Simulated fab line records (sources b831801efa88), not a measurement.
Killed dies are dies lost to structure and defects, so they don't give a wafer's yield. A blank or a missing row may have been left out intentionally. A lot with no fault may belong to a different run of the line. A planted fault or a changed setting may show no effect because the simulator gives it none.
Chamber matching	flow gf180mcu	GF_CONTACT_CMP_04 on cmp-02: 4 sister chambers
The step polishes SiO2. 4 wafers are shown with their chamber, then 7 later ones without.

== EACH WAFER AND ITS CHAMBER ==
wafer	chamber	motor current A (A)
L974.2	3	10.3
L974.4	2	13.0
L979.2	1	12.0
L979.4	0	11.5

== WAFERS WITHOUT THEIR CHAMBER ==
wafer	motor current A (A)
L979.5	10.5
L980.4	10.3
L980.5	13.6
L980.6	12.2
L982.1	12.5
L982.2	12.4
L982.3	10.4

== WHICH CHAMBER EACH WENT THROUGH ==
wafer	from the rows above	in truth
L979.5	3	3
L980.4	3	3
L980.5	2	2
L980.6	can't be placed: 1 or 0 or 2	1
L982.1	can't be placed: 1 or 2 or 0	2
L982.2	can't be placed: 1 or 2 or 0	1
L982.3	3	3
4 of 7 placed correctly. Unplaceable from these rows: 3, with the true chamber sitting among the candidates in 3. Wrongly placed: 0.
How it was worked out, from the rows above alone: a wafer's distance from a chamber is the root of the sum, over the readings, of the square of ((its reading less the chamber's mean) divided by the reading's scatter). If the next closest chamber is less than 2 further off than the closest, the wafer can't be placed; otherwise it belongs to the closest. The mean given for a chamber averages the wafers shown for that chamber. The scatter: with one shown wafer a chamber, the root of the mean of the squares of how far each hidden wafer lies from its nearest shown one.
